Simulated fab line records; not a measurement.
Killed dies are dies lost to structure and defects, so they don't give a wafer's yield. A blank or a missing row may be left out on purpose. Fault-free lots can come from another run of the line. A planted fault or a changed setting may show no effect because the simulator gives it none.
Which tool is to blame? | flow sky130 | Sampling: 24 lots, 72 wafers, 6 of 708 route steps

== WHAT EACH GAUGE READ, for each wafer ==
SKY_METAL1_RS_MEAS_05: measurement is done with a four-point probe. Usual: for METAL1_ALCU_RS the level is 0.1267 ohm/sq and the standard deviation is 0.0012.
lot  | measured     | on            | METAL1_ALCU_RS (ohm/sq) | flag
L074 | day 32 00:15 | film metro-02 | 0.1277 0.1280 0.1282    |
L075 | day 32 07:36 | film metro-01 | 0.1278 0.1270 0.1283    |
L076 | day 32 16:20 | film metro-04 | 0.1267 0.1251 0.1264    |
L077 | day 33 09:50 | film metro-04 | 0.1262 0.1273 0.1256    |
L078 | day 33 17:47 | film metro-02 | 0.1266 0.1288 0.1274    |
L079 | day 33 23:21 | film metro-02 | 0.1272 0.1278 0.1274    |
L080 | day 34 14:03 | film metro-04 | 0.1280 0.1276 0.1272    |
L081 | day 34 21:35 | film metro-01 | 0.1266 0.1268 0.1265    |
L082 | day 35 05:28 | film metro-02 | 0.1272 0.1271 0.1282    |
L083 | day 35 10:07 | film metro-01 | 0.1261 0.1262 0.1259    |
L084 | day 35 10:15 | film metro-02 | 0.1267 0.1275 0.1276    |
L085 | day 36 00:23 | film metro-04 | 0.1271 0.1264 0.1268    |
L086 | day 36 08:55 | film metro-04 | 0.1280 0.1273 0.1284    |
L087 | day 36 13:13 | film metro-01 | 0.1236 0.1249 0.1231    |
L089 | day 36 20:20 | film metro-02 | 0.1254 0.1259 0.1265    |
L088 | day 36 21:32 | film metro-02 | 0.1293 0.1278 0.1282    |
L090 | day 37 04:20 | film metro-01 | 0.1261 0.1274 0.1269    |
L091 | day 37 19:48 | film metro-01 | 0.1266 0.1272 0.1275    |
L092 | day 38 01:43 | film metro-01 | 0.1252 0.1263 0.1246    |
L093 | day 38 04:22 | film metro-01 | 0.1272 0.1274 0.1269    |
L094 | day 38 12:07 | film metro-02 | 0.1281 0.1284 0.1276    |
L095 | day 38 18:14 | film metro-04 | 0.1260 0.1254 0.1258    |
L096 | day 39 02:53 | film metro-04 | 0.1240 0.1237 0.1240    |
L097 | day 39 08:02 | film metro-02 | 0.1272 0.1271 0.1268    |

SKY_METAL1_CD_MEAS_15 targets a cd of 140 nm. Usual: cd nm reads 139.1 nm (standard deviation 1.7).
lot  | measured     | on        | cd nm (nm)        | flag
L074 | day 33 02:40 | cd sem-02 | 137.2 135.8 135.6 |
L075 | day 33 10:43 | cd sem-01 | 142.2 143.2 141.6 |
L076 | day 33 19:39 | cd sem-02 | 138.3 135.7 135.9 |
L077 | day 34 12:15 | cd sem-01 | 141.1 139.2 140.8 |
L078 | day 34 20:18 | cd sem-02 | 139.6 141.5 140.6 |
L079 | day 35 01:19 | cd sem-01 | 137.1 138.5 139.4 |
L080 | day 35 16:39 | cd sem-01 | 140.5 140.8 139.5 |
L081 | day 36 00:49 | cd sem-02 | 138.2 137.9 137.1 |
L082 | day 36 07:50 | cd sem-02 | 138.8 139.1 138.3 |
L083 | day 36 11:58 | cd sem-02 | 136.4 137.2 137.5 |
L084 | day 36 12:54 | cd sem-01 | 139.4 138.2 138.3 |
L085 | day 37 03:01 | cd sem-01 | 138.8 141.1 140.2 |
L086 | day 37 11:16 | cd sem-02 | 139.8 139.6 140.2 |
L087 | day 37 14:58 | cd sem-01 | 142.4 140.3 141.5 |
L089 | day 37 22:04 | cd sem-01 | 139.8 139.2 139.0 |
L088 | day 37 23:30 | cd sem-02 | 136.7 135.7 137.4 |
L090 | day 38 06:09 | cd sem-02 | 141.2 139.8 139.4 |
L091 | day 38 21:08 | cd sem-02 | 140.2 139.4 139.5 |
L092 | day 39 03:10 | cd sem-01 | 137.4 138.2 138.1 |
L093 | day 39 06:02 | cd sem-01 | 138.5 139.8 138.6 |
L094 | day 39 13:12 | cd sem-01 | 139.3 138.7 138.1 |
L095 | day 39 19:02 | cd sem-01 | 137.6 137.4 138.7 |
L096 | day 40 03:19 | cd sem-01 | 139.3 138.5 139.0 |
L097 | day 40 08:27 | cd sem-01 | 139.8 138.6 139.1 |

SKY_VIA1_THK_MEAS_01. Usual: for VIA1_HDPCVD_THK the level is 1032 nm and the standard deviation is 10.
lot  | measured     | on            | VIA1_HDPCVD_THK (nm) | flag
L074 | day 33 03:42 | film metro-01 | 1021 1027 1027       |
L075 | day 33 11:44 | film metro-03 | 1037 1039 1033       |
L076 | day 33 20:43 | film metro-01 | 1027 1015 1024       |
L077 | day 34 13:17 | film metro-02 | 1025 1011 1029       |
L078 | day 34 21:19 | film metro-01 | 1049 1033 1032       |
L079 | day 35 02:22 | film metro-03 | 1039 1028 1016       |
L080 | day 35 17:59 | film metro-03 | 1049 1047 1040       |
L081 | day 36 01:52 | film metro-03 | 1049 1038 1030       |
L082 | day 36 08:54 | film metro-02 | 1043 1037 1041       |
L083 | day 36 13:01 | film metro-02 | 1028 1039 1035       |
L084 | day 36 13:57 | film metro-02 | 1031 1025 1030       |
L085 | day 37 04:03 | film metro-02 | 1051 1023 1040       |
L086 | day 37 12:19 | film metro-01 | 1021 1016 1015       |
L087 | day 37 15:59 | film metro-01 | 1039 1032 1025       |
L089 | day 37 23:07 | film metro-01 | 1024 1048 1029       |
L088 | day 38 00:44 | film metro-02 | 1025 1011 1024       |
L090 | day 38 07:23 | film metro-01 | 1034 1037 1043       |
L091 | day 38 22:13 | film metro-03 | 1043 1034 1029       |
L092 | day 39 04:11 | film metro-02 | 1017 1017 1025       |
L093 | day 39 07:07 | film metro-01 | 1035 1032 1034       |
L094 | day 39 14:13 | film metro-01 | 1030 1038 1027       |
L095 | day 39 20:04 | film metro-02 | 1024 1025 1023       |
L096 | day 40 04:24 | film metro-02 | 1011 1023 1017       |
L097 | day 40 09:30 | film metro-02 | 1018 1038 1022       |

SKY_METAL2_THK_MEAS_06: measures by xrf. Usual: for METAL2_ALCU_THK the level is 251 nm and the standard deviation is 3.3.
lot  | measured     | on            | METAL2_ALCU_THK (nm) | flag
L074 | day 34 07:39 | film metro-02 | 254 253 251          |
L075 | day 34 16:12 | film metro-04 | 247 246 247          |
L076 | day 35 01:34 | film metro-04 | 253 252 254          |
L077 | day 35 17:47 | film metro-02 | 245 248 249          |
L078 | day 36 02:18 | film metro-02 | 247 248 244          |
L079 | day 36 07:02 | film metro-02 | 246 246 246          |
L080 | day 36 21:57 | film metro-03 | 254 255 256          |
L081 | day 37 06:26 | film metro-02 | 250 248 250          |
L082 | day 37 12:51 | film metro-04 | 249 250 247          |
L083 | day 37 16:59 | film metro-02 | 251 249 248          |
L084 | day 37 18:08 | film metro-03 | 259 258 258          |
L085 | day 38 08:01 | film metro-04 | 250 250 251          |
L086 | day 38 16:07 | film metro-04 | 252 253 253          |
L087 | day 38 20:10 | film metro-02 | 249 251 249          |
L089 | day 39 03:19 | film metro-03 | 258 256 255          |
L088 | day 39 04:14 | film metro-04 | 257 253 254          |
L090 | day 39 10:31 | film metro-02 | 249 247 246          |
L091 | day 40 01:53 | film metro-02 | 251 251 251          |
L092 | day 40 07:21 | film metro-04 | 254 252 254          |
L093 | day 40 09:50 | film metro-04 | 252 252 249          |
L094 | day 40 17:20 | film metro-03 | 251 253 253          |
L095 | day 40 22:32 | film metro-02 | 253 251 254          |
L096 | day 41 06:27 | film metro-02 | 255 253 254          |
L097 | day 41 11:31 | film metro-02 | 250 250 253          |

== WHAT TOOL EACH LOT RAN ON (gives the tool, then ch and the chambers of the sampled wafers, and finally the start) ==
lot  | SKY_POLY_GATE_STRIP_18               | SKY_CONTACT_STRIP_19
L074 | plasma asher-02 ch 0,1, day 16 10:51 | plasma asher-01 ch 0,1, day 31 22:39
L075 | plasma asher-03 ch 0,1, day 16 16:02 | plasma asher-01 ch 0,1, day 32 03:30
L076 | plasma asher-03 ch 0,1, day 17 01:10 | plasma asher-02 ch 0,1, day 32 14:48
L077 | plasma asher-03 ch 0,1, day 17 20:22 | plasma asher-01 ch 1, day 33 08:27
L078 | plasma asher-03 ch 0,1, day 18 05:35 | plasma asher-02 ch 0,1, day 33 16:23
L079 | plasma asher-02 ch 0,1, day 18 14:36 | plasma asher-02 ch 0,1, day 33 21:54
L080 | plasma asher-01 ch 0,1, day 18 22:23 | plasma asher-03 ch 0,1, day 34 12:40
L081 | plasma asher-02 ch 0,1, day 19 11:18 | plasma asher-03 ch 0,1, day 34 20:12
L082 | plasma asher-03 ch 0,1, day 19 21:57 | plasma asher-02 ch 0,1, day 35 04:03
L083 | plasma asher-02 ch 0, day 20 02:46   | plasma asher-02 ch 0,1, day 35 08:42
L084 | plasma asher-03 ch 0,1, day 20 08:28 | plasma asher-01 ch 0,1, day 35 08:45
L085 | plasma asher-03 ch 0,1, day 20 23:36 | plasma asher-02 ch 0,1, day 35 22:45
L086 | plasma asher-01 ch 0,1, day 21 10:31 | plasma asher-01 ch 0,1, day 36 07:30
L087 | plasma asher-03 ch 0,1, day 21 13:05 | plasma asher-02 ch 0,1, day 36 11:45
L089 | plasma asher-03 ch 0,1, day 21 23:25 | plasma asher-02 ch 0,1, day 36 18:54
L088 | plasma asher-02 ch 0,1, day 22 01:23 | plasma asher-01 ch 0,1, day 36 20:09
L090 | plasma asher-02 ch 0,1, day 22 07:38 | plasma asher-03 ch 0,1, day 37 02:57
L091 | plasma asher-03 ch 0,1, day 23 01:55 | plasma asher-01 ch 0,1, day 37 18:24
L092 | plasma asher-01 ch 0,1, day 23 12:07 | plasma asher-02 ch 0,1, day 38 00:18
L093 | plasma asher-01 ch 0,1, day 23 13:56 | plasma asher-03 ch 0,1, day 38 02:58
L094 | plasma asher-02 ch 0,1, day 23 22:40 | plasma asher-02 ch 0,1, day 38 10:44
L095 | plasma asher-01 ch 0,1, day 24 04:55 | plasma asher-01 ch 0,1, day 38 16:48
L096 | plasma asher-01 ch 0,1, day 24 17:22 | plasma asher-01 ch 0,1, day 39 01:27
L097 | plasma asher-03 ch 0,1, day 24 22:13 | plasma asher-03 ch 0,1, day 39 06:37
- SKY_POLY_GATE_STRIP_18: strips in O2/N2.
- SKY_CONTACT_STRIP_19: strips in O2/N2.

== WHAT THE TOOLS THEMSELVES READ (means of the sampled wafers that have a number; where no wafer has one, the mark that the record gives instead) ==
SKY_POLY_GATE_STRIP_18. Usual: drypump motor current A 5.6 A, standard deviation 0.32; oes product au 0.362 a.u., standard deviation 0.0049; strip time to endpoint s 3.177 s, standard deviation 0.025.
lot  | tool            | drypump motor current A (A) | oes product au (a.u.) | strip time to endpoint s (s) | flag
L074 | plasma asher-02 | 5.4                         | 0.362                 | 3.182                        |
L075 | plasma asher-03 | 5.7                         | 0.360                 | 3.180                        |
L076 | plasma asher-03 | 5.6                         | 0.362                 | 3.178                        |
L077 | plasma asher-03 | 5.6                         | 0.361                 | 3.191                        |
L078 | plasma asher-03 | 5.7                         | 0.357                 | 3.157                        |
L079 | plasma asher-02 | 5.4                         | 0.366                 | 3.163                        |
L080 | plasma asher-01 | 5.7                         | 0.359                 | 3.184                        |
L081 | plasma asher-02 | 5.5                         | 0.368                 | 3.183                        |
L082 | plasma asher-03 | 5.7                         | 0.362                 | 3.181                        |
L083 | plasma asher-02 | 5.3                         | 0.363                 | 3.170                        |
L084 | plasma asher-03 | 5.7                         | 0.363                 | 3.160                        |
L085 | plasma asher-03 | 5.6                         | 0.362                 | 3.213                        |
L086 | plasma asher-01 | 5.4                         | 0.364                 | 3.170                        |
L087 | plasma asher-03 | 5.7                         | 0.364                 | 3.191                        |
L089 | plasma asher-03 | 5.7                         | 0.363                 | 3.146                        |
L088 | plasma asher-02 | 5.6                         | 0.363                 | 3.186                        |
L090 | plasma asher-02 | 5.4                         | 0.357                 | 3.170                        |
L091 | plasma asher-03 | 5.7                         | 0.357                 | 3.150                        |
L092 | plasma asher-01 | 5.4                         | 0.363                 | 3.159                        |
L093 | plasma asher-01 | 5.7                         | 0.365                 | 3.209                        |
L094 | plasma asher-02 | 5.4                         | 0.361                 | 3.181                        |
L095 | plasma asher-01 | 5.4                         | 0.364                 | 3.208                        |
L096 | plasma asher-01 | 5.4                         | 0.363                 | 3.172                        |
L097 | plasma asher-03 | 5.7                         | 0.362                 | 3.200                        |

SKY_CONTACT_STRIP_19. Usual: drypump motor current A 5.5 A, standard deviation 0.37; oes product au 0.381 a.u., standard deviation 0.0042; strip time to endpoint s 3.628 s, standard deviation 0.026.
lot  | tool            | drypump motor current A (A) | oes product au (a.u.) | strip time to endpoint s (s) | flag
L074 | plasma asher-01 | 5.7                         | 0.378                 | 3.616                        |
L075 | plasma asher-01 | 5.4                         | 0.383                 | 3.625                        |
L076 | plasma asher-02 | 5.4                         | 0.382                 | 3.617                        |
L077 | plasma asher-01 | 6.1                         | 0.380                 | 3.631                        |
L078 | plasma asher-02 | 5.6                         | 0.382                 | 3.641                        |
L079 | plasma asher-02 | 5.4                         | 0.382                 | 3.655                        |
L080 | plasma asher-03 | 5.7                         | 0.382                 | 3.647                        |
L081 | plasma asher-03 | 5.7                         | 0.384                 | 3.635                        |
L082 | plasma asher-02 | 5.4                         | 0.384                 | 3.651                        |
L083 | plasma asher-02 | 5.6                         | 0.385                 | 3.671                        |
L084 | plasma asher-01 | 5.7                         | 0.380                 | 3.610                        |
L085 | plasma asher-02 | 5.6                         | 0.383                 | 3.664                        |
L086 | plasma asher-01 | 5.7                         | 0.383                 | 3.622                        |
L087 | plasma asher-02 | 5.4                         | 0.376                 | 3.588                        |
L089 | plasma asher-02 | 5.6                         | 0.381                 | 3.614                        |
L088 | plasma asher-01 | 5.4                         | 0.381                 | 3.601                        |
L090 | plasma asher-03 | 5.6                         | 0.378                 | 3.601                        |
L091 | plasma asher-01 | 5.4                         | 0.380                 | 3.654                        |
L092 | plasma asher-02 | 5.6                         | 0.383                 | 3.617                        |
L093 | plasma asher-03 | 5.7                         | 0.384                 | 3.637                        |
L094 | plasma asher-02 | 5.6                         | 0.380                 | 3.618                        |
L095 | plasma asher-01 | 5.4                         | 0.382                 | 3.590                        |
L096 | plasma asher-01 | 5.7                         | 0.382                 | 3.636                        |
L097 | plasma asher-03 | 5.7                         | 0.379                 | 3.610                        |

== THE ANSWER, worked out from the rows above alone ==
Rule: lot off if the mean of its wafers having a number is beyond 3 standard deviations from the usual mean. A lot without any number at a reading at which 4 lots or more have one is off too. All remaining lots with rows at the step are treated as sound. The gauges are gone through in route order, then the tools' own readings, and for those a lot's mean is taken as printed above. The first step at which some lot is off is used, and at that step the reading that is off furthest; a lot without a number counts as furthest.
No lot is off at any reading shown: from this, nothing can be told.

== WHAT THE SIMULATOR PUT IN ==
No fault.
